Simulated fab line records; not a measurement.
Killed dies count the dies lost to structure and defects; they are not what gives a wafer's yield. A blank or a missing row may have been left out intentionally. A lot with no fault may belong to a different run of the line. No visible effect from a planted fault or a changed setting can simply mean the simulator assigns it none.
One fault seen from 2 desks ; flow gf180mcu ; what lay behind the numbers comes last; until then each desk has only its own

## THE METROLOGY DESK
What the gauges read, lot by lot, whatever tool the lot ran on: means of the sampled wafers that have a number. If a lot's mean is further than 4 standard deviations from the usual mean, the lot is out of limits and carries the mark OUT (the distance appears in the brackets).
Columns: A = DNWELL_TW at GF_DNWELL_TW_MEAS_09, usual 1347; B = VT_IMPLANT_2_TW at GF_VT_IMPLANT_TW_MEAS_21, usual 1209; C = VT_IMPLANT_4_TW at GF_VT_IMPLANT_TW_MEAS_43, usual 687; D = LVPWELL_RS at GF_VT_IMPLANT_RS_MEAS_48, usual 1197 ohm/sq
lot;first seen here;A;B;C;D
L783;day 3 05:09;1352;1211;692;1197
L784;day 3 12:30;1352;1219;689;1201
L785;day 3 12:35;1328;1217;680;1197
L786;day 3 15:52;1357;1216;678;1185
L789;day 4 05:43;1330;1217;680;1187
L795;day 5 11:22;1347;1195;686;1198
L797;day 5 21:28;1330;1210;690;1197
L798;day 6 03:45;1344;1191;678;1196
L799;day 6 07:54;1353;1225;678;1188
L800;day 6 14:49;1342;1221;680;1199
L801;day 6 17:58;1359;1206;695;1196
L802;day 6 23:54;1351;1215;695;1200
L803;day 7 04:00;1359;1214;680;1198
L806;day 7 20:00;1343;1191;693;1194
Finding of this desk: none of the 14 lots has anything out of limits.

## DESK OF THE TOOL OWNER: implanter-01
For each lot that ran on this tool, the mean over its sampled wafers that have a number, from the tool's own readings at GF_LVPWELL_IMPLANT_09. If a lot's mean is further than 4 standard deviations from the usual mean, the lot is out of limits and carries the mark OUT (the distance appears in the brackets).
Columns: A = beam energy keV at GF_LVPWELL_IMPLANT_09, usual 59.998; B = end station pressure torr at GF_LVPWELL_IMPLANT_09, usual 5.05e-06 Torr
lot;first seen here;A;B
L783;day 4 07:14;59.987;4.99e-06
L784;day 4 15:31;59.994;5.02e-06
L786;day 4 18:47;53.660 (-99 or more) OUT;5.22e-06
L789;day 5 09:25;53.674 (-99 or more) OUT;4.95e-06
L800;day 7 22:40;59.984;4.81e-06
L802;day 8 09:04;59.993;4.97e-06
L803;day 8 12:23;60.003;4.80e-06
This desk's verdict: out of limits on L786, L789, starting with L786 at day 4 18:47 (beam energy keV at GF_LVPWELL_IMPLANT_09). L783, L784, L800, L802, L803 stayed within limits.

## TAKEN TOGETHER
At day 4 18:47, on L786, L789, the tool owner's desk was in a position to raise an alarm.
Metrology desk: nothing out of limits seen.
The metrology desk has L786, L789 on record, within its limits.
Every lot named ran GF_LVPWELL_IMPLANT_09 on implanter-01.

## WHAT THE SIMULATOR PUT IN
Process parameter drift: implanter-01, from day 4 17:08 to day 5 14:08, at GF_LVPWELL_IMPLANT_09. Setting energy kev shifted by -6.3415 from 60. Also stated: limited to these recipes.
Lots struck among those shown: L786, L789.
Time in hours from fault onset to the first out-of-limits reading at each desk: the tool owner's desk, 2.
